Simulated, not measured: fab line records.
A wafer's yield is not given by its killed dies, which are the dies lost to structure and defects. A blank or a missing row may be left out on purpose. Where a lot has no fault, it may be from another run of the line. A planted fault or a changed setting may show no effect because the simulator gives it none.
fab line records :: flow gf180mcu :: part 2 of 2: steps 26 to 34 of 34
record:
  lots: 5
  wafers: 15
  last-day: 34
route steps=602 shown MIM@505 M5@526
lots that met no fault: taken from a fault-free run of the same line
start-h: hours from the record's opening day to when the first of the lot's shown wafers began :: wait-h: hours elapsed since this lot's preceding step :: " unchanged from the row above :: L1.1+2: a row that stands for several wafers :: - either no value or no given start :: * or withheld: withheld :: < > ~ a bound
route shown NAME@n: names a module that has steps shown in the file, with the first one's number in the route :: usual: mean and standard deviation over wafers with no fault :: same: alike in all rows :: chamber/n: place in a boat :: sites: the reading at each site :: _std_site: the standard deviation of these :: _edge_site: outer sites' mean less inner sites' :: radius-mm: how far each site lies from the wafer's centre :: mask NAME#n: copy n :: behind: the tool/chamber that last shaped the wafer :: hold: the reason the lot was held/the length of the hold in hours/how it ended :: device: which transistor (n, p or np) failed to switch :: end of line: the same wafers' tests at the end of the route :: where a step has no rows: the recipe by itself :: killed: not the wafer's yield, but the dies lost to structure and defects at the first sort :: map: shows each die of a wafer: x if killed, . if not, _ if none is there
set.NAME: the setting that was run; set.NAME@STEP: the one run at that earlier step :: model.NAME: the simulator's own value behind a step, which no gauge read
a table for each step, a row for each wafer; lots at some steps of the route
services: a tool's chamber out of use, with start hour (start-h, from the record's first day; less than 0 if before it), hours out, and reason
== steps ==
step: GF_M5_EXPOSE_04
recipe:
  mask-id: Metal5
  target-cd-nm: 280
  na: 0.68
  source-shape: conventional
  sigma-outer: 0.6
  dose-mj: 28
usual:
  stage-vel-mm-s: 499.98/0.25
lot.wafer: L080.1
tool: krf-scanner-01
chamber: 0
start-h: -
wait-h: -
mask: Metal5#0
stage-vel-mm-s: 499.74

lot.wafer: L080.3
tool: krf-scanner-01
chamber: 0
start-h: -
wait-h: -
mask: Metal5#0
stage-vel-mm-s: 499.77

lot.wafer: L080.5
tool: krf-scanner-01
chamber: 0
start-h: -
wait-h: -
mask: Metal5#0
stage-vel-mm-s: 499.61

lot.wafer: L092.3
tool: krf-scanner-02
chamber: 0
start-h: -
wait-h: -
mask: Metal5#0
stage-vel-mm-s: 499.55

lot.wafer: L092.4
tool: krf-scanner-02
chamber: 0
start-h: -
wait-h: -
mask: Metal5#0
stage-vel-mm-s: 500.22

lot.wafer: L092.5
tool: krf-scanner-02
chamber: 0
start-h: -
wait-h: -
mask: Metal5#0
stage-vel-mm-s: 500.10

lot.wafer: L093.2
tool: krf-scanner-01
chamber: 0
start-h: -
wait-h: -
mask: Metal5#0
stage-vel-mm-s: 499.57

lot.wafer: L093.4
tool: krf-scanner-01
chamber: 0
start-h: -
wait-h: -
mask: Metal5#0
stage-vel-mm-s: 499.58

lot.wafer: L093.6
tool: krf-scanner-01
chamber: 0
start-h: -
wait-h: -
mask: Metal5#0
stage-vel-mm-s: 499.61

lot.wafer: L096.2
tool: krf-scanner-02
chamber: 0
start-h: -
wait-h: -
mask: Metal5#0
stage-vel-mm-s: 500.24

lot.wafer: L096.3
tool: krf-scanner-02
chamber: 0
start-h: -
wait-h: -
mask: Metal5#0
stage-vel-mm-s: 500.06

lot.wafer: L096.6
tool: krf-scanner-02
chamber: 0
start-h: -
wait-h: -
mask: Metal5#0
stage-vel-mm-s: 499.81

lot.wafer: L097.1
tool: krf-scanner-01
chamber: 0
start-h: -
wait-h: -
mask: Metal5#0
stage-vel-mm-s: 499.83

lot.wafer: L097.5
tool: krf-scanner-01
chamber: 0
start-h: -
wait-h: -
mask: Metal5#0
stage-vel-mm-s: 499.89

lot.wafer: L097.6
tool: krf-scanner-01
chamber: 0
start-h: -
wait-h: -
mask: Metal5#0
stage-vel-mm-s: 500.01
step: GF_M5_PEB_05
recipe:
  peb-temp-c: 135
  peb-time-s: 90
  resist: KrF
usual:
  resist-line-temp-C: 23.00/0.095
lot.wafer: L080.1
tool: litho-track-02
chamber: 0
start-h: -
wait-h: -
resist-line-temp-C: 22.95

lot.wafer: L080.3
tool: litho-track-02
chamber: 0
start-h: -
wait-h: -
resist-line-temp-C: 22.91

lot.wafer: L080.5
tool: litho-track-02
chamber: 0
start-h: -
wait-h: -
resist-line-temp-C: 23.06

lot.wafer: L092.3
tool: litho-track-01
chamber: 0
start-h: -
wait-h: -
resist-line-temp-C: 22.86

lot.wafer: L092.4
tool: litho-track-01
chamber: 0
start-h: -
wait-h: -
resist-line-temp-C: 22.93

lot.wafer: L092.5
tool: litho-track-01
chamber: 0
start-h: -
wait-h: -
resist-line-temp-C: 22.99

lot.wafer: L093.2
tool: litho-track-04
chamber: 0
start-h: -
wait-h: -
resist-line-temp-C: 22.94

lot.wafer: L093.4
tool: litho-track-04
chamber: 0
start-h: -
wait-h: -
resist-line-temp-C: 22.84

lot.wafer: L093.6
tool: litho-track-04
chamber: 0
start-h: -
wait-h: -
resist-line-temp-C: 22.92

lot.wafer: L096.2
tool: litho-track-01
chamber: 0
start-h: -
wait-h: -
resist-line-temp-C: 22.90

lot.wafer: L096.3
tool: litho-track-01
chamber: 0
start-h: -
wait-h: -
resist-line-temp-C: 22.85

lot.wafer: L096.6
tool: litho-track-01
chamber: 0
start-h: -
wait-h: -
resist-line-temp-C: 23.02

lot.wafer: L097.1
tool: litho-track-02
chamber: 0
start-h: -
wait-h: -
resist-line-temp-C: 23.07

lot.wafer: L097.5
tool: litho-track-02
chamber: 0
start-h: -
wait-h: -
resist-line-temp-C: 23.10

lot.wafer: L097.6
tool: litho-track-02
chamber: 0
start-h: -
wait-h: -
resist-line-temp-C: 22.96
step: GF_M5_DEVELOP_06
recipe:
  develop-time-s: 60
  dev-temp-c: 21
usual:
  resist-line-temp-C: 23.00/0.11
lot.wafer: L080.1
tool: litho-track-02
chamber: 0
start-h: 657.21
wait-h: 0.2
resist-line-temp-C: 23.29

lot.wafer: L080.3
tool: litho-track-02
chamber: 0
start-h: 657.21
wait-h: 0.2
resist-line-temp-C: 22.96

lot.wafer: L080.5
tool: litho-track-02
chamber: 0
start-h: 657.21
wait-h: 0.2
resist-line-temp-C: 23.16

lot.wafer: L092.3
tool: litho-track-01
chamber: 0
start-h: 737.27
wait-h: 0.1
resist-line-temp-C: 23.06

lot.wafer: L092.4
tool: litho-track-01
chamber: 0
start-h: 737.27
wait-h: 0.1
resist-line-temp-C: 23.09

lot.wafer: L092.5
tool: litho-track-01
chamber: 0
start-h: 737.27
wait-h: 0.1
resist-line-temp-C: 23.29

lot.wafer: L093.2
tool: litho-track-04
chamber: 0
start-h: 741.42
wait-h: 0.2
resist-line-temp-C: 22.98

lot.wafer: L093.4
tool: litho-track-04
chamber: 0
start-h: 741.42
wait-h: 0.2
resist-line-temp-C: 23.04

lot.wafer: L093.6
tool: litho-track-04
chamber: 0
start-h: 741.42
wait-h: 0.2
resist-line-temp-C: 23.01

lot.wafer: L096.2
tool: litho-track-01
chamber: 0
start-h: 757.85
wait-h: 0.2
resist-line-temp-C: 22.71

lot.wafer: L096.3
tool: litho-track-01
chamber: 0
start-h: 757.85
wait-h: 0.2
resist-line-temp-C: 22.88

lot.wafer: L096.6
tool: litho-track-01
chamber: 0
start-h: 757.85
wait-h: 0.2
resist-line-temp-C: 23.04

lot.wafer: L097.1
tool: litho-track-02
chamber: 0
start-h: 761.11
wait-h: 0.2
resist-line-temp-C: 22.95

lot.wafer: L097.5
tool: litho-track-02
chamber: 0
start-h: 761.11
wait-h: 0.2
resist-line-temp-C: 23.02

lot.wafer: L097.6
tool: litho-track-02
chamber: 0
start-h: 761.11
wait-h: 0.2
resist-line-temp-C: 23.10
step: GF_M5_CD_MEAS_07
recipe:
  target-cd-nm: 280
usual:
  cd-nm: 280.4/1.1
lot.wafer: L080.1
tool: cd-sem-01
chamber: -
start-h: 657.36
wait-h: 0.1
cd-nm: 282.8

lot.wafer: L080.3
tool: cd-sem-01
chamber: -
start-h: 657.36
wait-h: 0.1
cd-nm: 283.6

lot.wafer: L080.5
tool: cd-sem-01
chamber: -
start-h: 657.36
wait-h: 0.1
cd-nm: 282.1

lot.wafer: L092.3
tool: cd-sem-02
chamber: -
start-h: 737.41
wait-h: 0.1
cd-nm: 279.3

lot.wafer: L092.4
tool: cd-sem-02
chamber: -
start-h: 737.41
wait-h: 0.1
cd-nm: 278.7

lot.wafer: L092.5
tool: cd-sem-02
chamber: -
start-h: 737.41
wait-h: 0.1
cd-nm: 280.4

lot.wafer: L093.2
tool: cd-sem-01
chamber: -
start-h: 741.56
wait-h: 0.1
cd-nm: 282.8

lot.wafer: L093.4
tool: cd-sem-01
chamber: -
start-h: 741.56
wait-h: 0.1
cd-nm: 281.5

lot.wafer: L093.6
tool: cd-sem-01
chamber: -
start-h: 741.56
wait-h: 0.1
cd-nm: 282.2

lot.wafer: L096.2
tool: cd-sem-02
chamber: -
start-h: 757.99
wait-h: 0.1
cd-nm: 281.2

lot.wafer: L096.3
tool: cd-sem-02
chamber: -
start-h: 757.99
wait-h: 0.1
cd-nm: 280.7

lot.wafer: L096.6
tool: cd-sem-02
chamber: -
start-h: 757.99
wait-h: 0.1
cd-nm: 280.2

lot.wafer: L097.1
tool: cd-sem-01
chamber: -
start-h: 761.26
wait-h: 0.1
cd-nm: 280.3

lot.wafer: L097.5
tool: cd-sem-01
chamber: -
start-h: 761.26
wait-h: 0.1
cd-nm: 280.8

lot.wafer: L097.6
tool: cd-sem-01
chamber: -
start-h: 761.26
wait-h: 0.1
cd-nm: 279.4
step: GF_M5_OVL_MEAS_08
usual:
  M5_OVL: 1/4.6
lot.wafer: L080.1
tool: overlay-01
chamber: -
start-h: 657.48
wait-h: 0.1
M5_OVL[nm]: -2

lot.wafer: L080.3
tool: overlay-01
chamber: -
start-h: 657.48
wait-h: 0.1
M5_OVL[nm]: 2

lot.wafer: L080.5
tool: overlay-01
chamber: -
start-h: 657.48
wait-h: 0.1
M5_OVL[nm]: -1

lot.wafer: L092.3
tool: overlay-02
chamber: -
start-h: 737.51
wait-h: 0.1
M5_OVL[nm]: 2

lot.wafer: L092.4
tool: overlay-02
chamber: -
start-h: 737.51
wait-h: 0.1
M5_OVL[nm]: -1

lot.wafer: L092.5
tool: overlay-02
chamber: -
start-h: 737.51
wait-h: 0.1
M5_OVL[nm]: -6

lot.wafer: L093.2
tool: overlay-01
chamber: -
start-h: 741.67
wait-h: 0.1
M5_OVL[nm]: -7

lot.wafer: L093.4
tool: overlay-01
chamber: -
start-h: 741.67
wait-h: 0.1
M5_OVL[nm]: -3

lot.wafer: L093.6
tool: overlay-01
chamber: -
start-h: 741.67
wait-h: 0.1
M5_OVL[nm]: -8

lot.wafer: L096.2
tool: overlay-02
chamber: -
start-h: 758.10
wait-h: 0.1
M5_OVL[nm]: -1

lot.wafer: L096.3
tool: overlay-02
chamber: -
start-h: 758.10
wait-h: 0.1
M5_OVL[nm]: 1

lot.wafer: L096.6
tool: overlay-02
chamber: -
start-h: 758.10
wait-h: 0.1
M5_OVL[nm]: -2

lot.wafer: L097.1
tool: overlay-01
chamber: -
start-h: 761.38
wait-h: 0.1
M5_OVL[nm]: 3

lot.wafer: L097.5
tool: overlay-01
chamber: -
start-h: 761.38
wait-h: 0.1
M5_OVL[nm]: 11

lot.wafer: L097.6
tool: overlay-01
chamber: -
start-h: 761.38
wait-h: 0.1
M5_OVL[nm]: 4
step: GF_M5_ETCH_09
recipe:
  chemistry: CF4/O2
  target: Si3N4
  target-depth-nm: 52
  source-w: 800
  bias-w: 150
  pressure-mtorr: 150
  cf4-flow-sccm: 80
  O2_flow_sccm: 10
  time-s: 11.6
usual:
  drypump-motor-current-A: 5.9/0.37
  oes-product-au: 1.003/0.0076
  throttle-valve-pct: 5.970/0.0093
lot.wafer: L080.1
tool: rie-diel-02
chamber: 3
start-h: 657.52
wait-h: 0.0
drypump-motor-current-A: 5.6
oes-product-au: 0.997
rf-hours-counter-h: 3
throttle-valve-pct: 5.966

lot.wafer: L080.3
tool: rie-diel-02
chamber: 1
start-h: 657.52
wait-h: 0.0
drypump-motor-current-A: 5.8
oes-product-au: 1.010
rf-hours-counter-h: 11
throttle-valve-pct: 5.983

lot.wafer: L080.5
tool: rie-diel-02
chamber: 3
start-h: 657.52
wait-h: 0.0
drypump-motor-current-A: 5.6
oes-product-au: 1.004
rf-hours-counter-h: -
throttle-valve-pct: 5.981

lot.wafer: L092.3
tool: rie-diel-01
chamber: 0
start-h: 737.53
wait-h: 0.0
drypump-motor-current-A: 6.2
oes-product-au: 1.005
rf-hours-counter-h: 20
throttle-valve-pct: 5.966

lot.wafer: L092.4
tool: rie-diel-01
chamber: 2
start-h: 737.53
wait-h: 0.0
drypump-motor-current-A: 6.0
oes-product-au: 0.992
rf-hours-counter-h: 37
throttle-valve-pct: 5.960

lot.wafer: L092.5
tool: rie-diel-01
chamber: 1
start-h: 737.53
wait-h: 0.0
drypump-motor-current-A: 5.2
oes-product-au: 1.004
rf-hours-counter-h: -
throttle-valve-pct: 5.963

lot.wafer: L093.2
tool: rie-diel-01
chamber: 1
start-h: 741.70
wait-h: 0.0
drypump-motor-current-A: 5.2
oes-product-au: 1.005
rf-hours-counter-h: 6
throttle-valve-pct: 5.968

lot.wafer: L093.4
tool: rie-diel-01
chamber: 2
start-h: 741.70
wait-h: 0.0
drypump-motor-current-A: 6.0
oes-product-au: 1.006
rf-hours-counter-h: 37
throttle-valve-pct: 5.973

lot.wafer: L093.6
tool: rie-diel-01
chamber: 2
start-h: 741.70
wait-h: 0.0
drypump-motor-current-A: 6.0
oes-product-au: 0.993
rf-hours-counter-h: -
throttle-valve-pct: 5.983

lot.wafer: L096.2
tool: rie-diel-02
chamber: 2
start-h: 758.13
wait-h: 0.0
drypump-motor-current-A: 6.1
oes-product-au: 1.001
rf-hours-counter-h: 9
throttle-valve-pct: 5.978

lot.wafer: L096.3
tool: rie-diel-02
chamber: 1
start-h: 758.13
wait-h: 0.0
drypump-motor-current-A: 5.8
oes-product-au: 1.009
rf-hours-counter-h: 15
throttle-valve-pct: 5.973

lot.wafer: L096.6
tool: rie-diel-02
chamber: 1
start-h: 758.13
wait-h: 0.0
drypump-motor-current-A: 5.8
oes-product-au: 1.012
rf-hours-counter-h: -
throttle-valve-pct: 5.963

lot.wafer: L097.1
tool: rie-diel-04
chamber: 2
start-h: 761.42
wait-h: 0.0
drypump-motor-current-A: 6.1
oes-product-au: 1.005
rf-hours-counter-h: 12
throttle-valve-pct: 5.968

lot.wafer: L097.5
tool: rie-diel-04
chamber: 0
start-h: 761.42
wait-h: 0.0
drypump-motor-current-A: 6.0
oes-product-au: 1.005
rf-hours-counter-h: -
throttle-valve-pct: 5.964

lot.wafer: L097.6
tool: rie-diel-04
chamber: 1
start-h: 761.42
wait-h: 0.0
drypump-motor-current-A: 5.4
oes-product-au: 1.005
rf-hours-counter-h: -
throttle-valve-pct: 5.966
step: GF_M5_METAL_ETCH_10
recipe:
  chemistry: Cl2/BCl3
  mask-material: KrF
  target-depth-nm: 627.5
  stop-on: SiO2
  pressure-mtorr: 8
  icp-w: 800
  bias-w: 140
  Cl2_flow_sccm: 80
  bcl3-flow-sccm: 40
  time-s: 104.6
usual:
  drypump-motor-current-A: 5.7/0.35
  oes-product-au: 0.972/0.0065
  throttle-valve-pct: 28.250/0.011
lot.wafer: L080.1
tool: rie-metal-01
chamber: 0
start-h: 657.54
wait-h: 0.0
drypump-motor-current-A: 6.0
oes-product-au: 0.962
rf-hours-counter-h: 2.9
throttle-valve-pct: 28.232

lot.wafer: L080.3
tool: rie-metal-01
chamber: 0
start-h: 657.54
wait-h: 0.0
drypump-motor-current-A: 6.0
oes-product-au: 0.970
rf-hours-counter-h: -
throttle-valve-pct: 28.253

lot.wafer: L080.5
tool: rie-metal-01
chamber: 0
start-h: 657.54
wait-h: 0.0
drypump-motor-current-A: 6.0
oes-product-au: 0.971
rf-hours-counter-h: -
throttle-valve-pct: 28.240

lot.wafer: L092.3
tool: rie-metal-02
chamber: 0
start-h: 737.59
wait-h: 0.0
drypump-motor-current-A: 6.3
oes-product-au: 0.963
rf-hours-counter-h: -
throttle-valve-pct: 28.269

lot.wafer: L092.4
tool: rie-metal-02
chamber: 1
start-h: 737.59
wait-h: 0.0
drypump-motor-current-A: 5.5
oes-product-au: 0.971
rf-hours-counter-h: -
throttle-valve-pct: 28.246

lot.wafer: L092.5
tool: rie-metal-02
chamber: 1
start-h: 737.59
wait-h: 0.0
drypump-motor-current-A: 5.6
oes-product-au: 0.967
rf-hours-counter-h: -
throttle-valve-pct: 28.253

lot.wafer: L093.2
tool: rie-metal-04
chamber: 1
start-h: 741.72
wait-h: 0.0
drypump-motor-current-A: 5.6
oes-product-au: 0.979
rf-hours-counter-h: 8.2
throttle-valve-pct: 28.247

lot.wafer: L093.4
tool: rie-metal-04
chamber: 0
start-h: 741.72
wait-h: 0.0
drypump-motor-current-A: 5.7
oes-product-au: 0.976
rf-hours-counter-h: -
throttle-valve-pct: 28.254

lot.wafer: L093.6
tool: rie-metal-04
chamber: 1
start-h: 741.72
wait-h: 0.0
drypump-motor-current-A: 5.6
oes-product-au: 0.971
rf-hours-counter-h: -
throttle-valve-pct: 28.228

lot.wafer: L096.2
tool: rie-metal-04
chamber: 1
start-h: 758.15
wait-h: 0.0
drypump-motor-current-A: 5.6
oes-product-au: 0.970
rf-hours-counter-h: 8.9
throttle-valve-pct: 28.250

lot.wafer: L096.3
tool: rie-metal-04
chamber: 0
start-h: 758.15
wait-h: 0.0
drypump-motor-current-A: 5.8
oes-product-au: 0.978
rf-hours-counter-h: -
throttle-valve-pct: 28.247

lot.wafer: L096.6
tool: rie-metal-04
chamber: 1
start-h: 758.15
wait-h: 0.0
drypump-motor-current-A: 5.6
oes-product-au: 0.991
rf-hours-counter-h: -
throttle-valve-pct: 28.249

lot.wafer: L097.1
tool: rie-metal-04
chamber: 0
start-h: 761.44
wait-h: 0.0
drypump-motor-current-A: 5.8
oes-product-au: 0.960
rf-hours-counter-h: 7.0
throttle-valve-pct: 28.258

lot.wafer: L097.5
tool: rie-metal-04
chamber: 1
start-h: 761.44
wait-h: 0.0
drypump-motor-current-A: 5.6
oes-product-au: 0.974
rf-hours-counter-h: -
throttle-valve-pct: 28.247

lot.wafer: L097.6
tool: rie-metal-04
chamber: 0
start-h: 761.44
wait-h: 0.0
drypump-motor-current-A: 5.8
oes-product-au: 0.973
rf-hours-counter-h: -
throttle-valve-pct: 28.254
step: GF_M5_STRIP_11
recipe:
  chemistry: O2/N2
  power-w: 1400
  pressure-mtorr: 1500
  platen-temp-c: 250
  o2-flow-sccm: 3000
  n2-flow-sccm: 300
  overash-fraction: 0.5
usual:
  drypump-motor-current-A: 5.8/0.41
  heater-power-w: 329/21
  oes-product-au: 0.544/0.0051
  strip-time-to-endpoint-s: 7.54/0.045
lot.wafer: L080.1
tool: plasma-asher-03
chamber: 0
start-h: 657.77
wait-h: 0.2
drypump-motor-current-A: 6.1
heater-power-w: 324
oes-product-au: 0.550
rf-hours-counter-h: 22
strip-time-to-endpoint-s: 7.55

lot.wafer: L080.3
tool: plasma-asher-03
chamber: 1
start-h: 657.77
wait-h: 0.2
drypump-motor-current-A: 5.5
heater-power-w: 351
oes-product-au: 0.549
rf-hours-counter-h: -
strip-time-to-endpoint-s: 7.54

lot.wafer: L080.5
tool: plasma-asher-03
chamber: 1
start-h: 657.77
wait-h: 0.2
drypump-motor-current-A: 5.5
heater-power-w: 355
oes-product-au: 0.548
rf-hours-counter-h: -
strip-time-to-endpoint-s: 7.50

lot.wafer: L092.3
tool: plasma-asher-02
chamber: 1
start-h: 737.70
wait-h: 0.1
drypump-motor-current-A: 6.4
heater-power-w: 351
oes-product-au: 0.544
rf-hours-counter-h: -
strip-time-to-endpoint-s: 7.54

lot.wafer: L092.4
tool: plasma-asher-02
chamber: 0
start-h: 737.70
wait-h: 0.1
drypump-motor-current-A: 5.8
heater-power-w: 313
oes-product-au: 0.546
rf-hours-counter-h: -
strip-time-to-endpoint-s: 7.52

lot.wafer: L092.5
tool: plasma-asher-02
chamber: 0
start-h: 737.70
wait-h: 0.1
drypump-motor-current-A: 5.9
heater-power-w: 307
oes-product-au: 0.549
rf-hours-counter-h: -
strip-time-to-endpoint-s: 7.55

lot.wafer: L093.2
tool: plasma-asher-03
chamber: 0
start-h: 741.91
wait-h: 0.1
drypump-motor-current-A: 6.1
heater-power-w: 324
oes-product-au: 0.543
rf-hours-counter-h: 28
strip-time-to-endpoint-s: 7.45

lot.wafer: L093.4
tool: plasma-asher-03
chamber: 0
start-h: 741.91
wait-h: 0.1
drypump-motor-current-A: 6.1
heater-power-w: 324
oes-product-au: 0.545
rf-hours-counter-h: -
strip-time-to-endpoint-s: 7.57

lot.wafer: L093.6
tool: plasma-asher-03
chamber: 1
start-h: 741.91
wait-h: 0.1
drypump-motor-current-A: 5.5
heater-power-w: 355
oes-product-au: 0.540
rf-hours-counter-h: -
strip-time-to-endpoint-s: 7.51

lot.wafer: L096.2
tool: plasma-asher-03
chamber: 0
start-h: 758.26
wait-h: 0.1
drypump-motor-current-A: 6.2
heater-power-w: 332
oes-product-au: 0.548
rf-hours-counter-h: 30
strip-time-to-endpoint-s: 7.53

lot.wafer: L096.3
tool: plasma-asher-03
chamber: 1
start-h: 758.26
wait-h: 0.1
drypump-motor-current-A: 5.5
heater-power-w: 359
oes-product-au: 0.547
rf-hours-counter-h: -
strip-time-to-endpoint-s: 7.60

lot.wafer: L096.6
tool: plasma-asher-03
chamber: 1
start-h: 758.26
wait-h: 0.1
drypump-motor-current-A: 5.6
heater-power-w: 362
oes-product-au: 0.550
rf-hours-counter-h: -
strip-time-to-endpoint-s: 7.51

lot.wafer: L097.1
tool: plasma-asher-04
chamber: 1
start-h: 761.55
wait-h: 0.1
drypump-motor-current-A: 5.3
heater-power-w: 292
oes-product-au: 0.549
rf-hours-counter-h: 3
strip-time-to-endpoint-s: 7.58

lot.wafer: L097.5
tool: plasma-asher-04
chamber: 0
start-h: 761.55
wait-h: 0.1
drypump-motor-current-A: 5.2
heater-power-w: 319
oes-product-au: 0.534
rf-hours-counter-h: -
strip-time-to-endpoint-s: 7.49

lot.wafer: L097.6
tool: plasma-asher-04
chamber: 1
start-h: 761.55
wait-h: 0.1
drypump-motor-current-A: 5.3
heater-power-w: 303
oes-product-au: 0.543
rf-hours-counter-h: -
strip-time-to-endpoint-s: 7.53
step: GF_M5_STRIP_12
recipe:
  chemistry: post-etch-residue-remover
  time-s: 1200
  temp-c: 72.5
lot.wafer: L080.1+3+5
tool: wet-bench-04
chamber: 2
start-h: 657.87
wait-h: 0.1

lot.wafer: L092.3+4+5
tool: wet-bench-03
chamber: 3
start-h: 737.77
wait-h: 0.0

lot.wafer: L093.2+4+6
tool: wet-bench-04
chamber: 0
start-h: 742.01
wait-h: 0.1

lot.wafer: L096.2+3+6
tool: wet-bench-04
chamber: 3
start-h: 758.36
wait-h: 0.1

lot.wafer: L097.1+5+6
tool: wet-bench-03
chamber: 2
start-h: 761.65
wait-h: 0.1
== services ==
tool: pvd-sputter-03
chamber: -
start-h: 597.70
hours: 2.3
kind: repair

tool: plasma-asher-03
chamber: -
start-h: 600.22
hours: 0.7
kind: repair

tool: iline-stepper-01
chamber: -
start-h: 608.30
hours: 1.7
kind: pm

tool: pvd-sputter-04
chamber: -
start-h: 610.78
hours: 15.8
kind: repair

tool: rie-metal-04
chamber: 0
start-h: 613.29
hours: 1.2
kind: repair

tool: krf-scanner-01
chamber: -
start-h: 613.45
hours: 1.0
kind: pm

tool: pvd-sputter-04
chamber: -
start-h: 635.39
hours: 3.9
kind: repair

tool: rie-metal-01
chamber: 1
start-h: 653.40
hours: 9.8
kind: repair

tool: krf-scanner-01
chamber: -
start-h: 659.10
hours: 0.8
kind: repair

tool: plasma-asher-03
chamber: -
start-h: 664.03
hours: 16.8
kind: repair

tool: pvd-sputter-04
chamber: -
start-h: 671.37
hours: 1.3
kind: repair

tool: krf-scanner-01
chamber: -
start-h: 674.62
hours: 0.7
kind: repair

tool: iline-stepper-01
chamber: -
start-h: 682.57
hours: 6.9
kind: repair

tool: rie-metal-02
chamber: 0
start-h: 683.05
hours: 16.4
kind: repair

tool: krf-scanner-01
chamber: -
start-h: 696.26
hours: 4.0
kind: pm

tool: rie-metal-02
chamber: -
start-h: 699.72
hours: 1.3
kind: repair

tool: krf-scanner-01
chamber: -
start-h: 700.28
hours: 1.3
kind: pm

tool: plasma-asher-03
chamber: -
start-h: 702.62
hours: 2.3
kind: repair

tool: plasma-asher-03
chamber: -
start-h: 704.84
hours: 2.7
kind: repair

tool: plasma-asher-03
chamber: -
start-h: 708.98
hours: 5.6
kind: repair

tool: pvd-sputter-01
chamber: -
start-h: 715.87
hours: 4.1
kind: repair

tool: plasma-asher-03
chamber: -
start-h: 722.76
hours: 1.3
kind: repair

tool: krf-scanner-01
chamber: -
start-h: 742.20
hours: 0.8
kind: pm

tool: pecvd-01
chamber: 0
start-h: 748.40
hours: 2.4
kind: repair
